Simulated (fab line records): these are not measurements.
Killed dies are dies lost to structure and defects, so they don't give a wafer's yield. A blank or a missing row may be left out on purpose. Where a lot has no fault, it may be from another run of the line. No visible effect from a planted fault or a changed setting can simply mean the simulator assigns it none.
Which of the tools did it?	flow gf180mcu	39 wafers from 13 lots sampled at 2 of the route's 602 steps

## WHAT EACH GAUGE READ, for each wafer
GF_SALICIDE_THK_MEAS_05: measures by xrf. Usual: SALICIDE_TIN_THK gives 20.15 nm (standard deviation 0.24).
lot	measured	on	SALICIDE_TIN_THK (nm)	flag
L239	day 15 13:44	film_metro-04	19.95 20.11 20.13	
L242	day 16 12:04	film_metro-02	19.83 19.82 20.06	
L243	day 16 15:02	film_metro-02	19.99 20.39 20.31	
L244	day 17 12:01	film_metro-03	20.17 20.31 20.23	
L245	day 17 15:19	film_metro-03	20.48 20.34 20.37	
L247	day 18 11:41	film_metro-03	20.13 19.95 20.32	
L248	day 18 14:40	film_metro-02	19.80 20.42 20.34	
L253	day 20 15:12	film_metro-02	19.98 19.53 19.95	
L255	day 20 20:11	film_metro-03	19.96 20.10 19.92	
L256	day 21 13:07	film_metro-04	20.78 20.53 20.67	
L257	day 21 18:37	film_metro-03	20.59 20.46 20.42	
L261	day 22 20:43	film_metro-03	19.87 20.06 19.77	
L262	day 23 14:14	film_metro-02	20.47 20.31 20.38	

GF_CONTACT_BOW_MEAS_05. Usual: CONTACT_BOW gives 64 um (standard deviation 6.3).
lot	measured	on	CONTACT_BOW (um)	flag
L239	day 15 14:37	film_metro-01	74 64 55	
L242	day 16 12:58	film_metro-04	70 72 79	
L243	day 16 15:56	film_metro-04	66 62 62	
L244	day 17 13:01	film_metro-04	64 66 62	
L245	day 17 16:31	film_metro-01	67 65 65	
L247	day 18 12:34	film_metro-01	57 48 59	
L248	day 18 15:33	film_metro-01	65 60 56	
L253	day 20 16:19	film_metro-04	74 71 60	
L255	day 20 21:10	film_metro-04	78 61 63	
L256	day 21 14:01	film_metro-01	68 75 57	
L257	day 21 19:37	film_metro-04	61 75 60	
L261	day 22 21:38	film_metro-04	52 56 70	
L262	day 23 15:10	film_metro-04	53 69 61	

## WHICH TOOL RAN EACH LOT (tool, then ch and the chambers of the sampled wafers, then the start)
There is no process step in the record ahead of these readings.

## AS READ BY THE TOOLS THEMSELVES (means over the sampled wafers that have a number; for cases with no such wafer, the mark the record gives instead)
The record holds no such reading with a usual standard deviation.

## THE ANSWER, worked out from the rows above alone
Rule: take the mean of a lot's wafers that have a number; if it is more than 3 standard deviations from the usual mean, the lot is off. Also off: a lot with no number at a reading for which 4 or more lots have one. Any other lot the step has rows for is counted as sound. The gauges are gone through in route order, then the tools' own readings, and for those a lot's mean is taken as printed above. At the first step where some lot is off, the reading lying furthest off is the one used; lots without a number count as furthest.
Across all readings shown, no lot is off: no conclusion can be drawn from this.

## WHAT THE SIMULATOR PUT IN
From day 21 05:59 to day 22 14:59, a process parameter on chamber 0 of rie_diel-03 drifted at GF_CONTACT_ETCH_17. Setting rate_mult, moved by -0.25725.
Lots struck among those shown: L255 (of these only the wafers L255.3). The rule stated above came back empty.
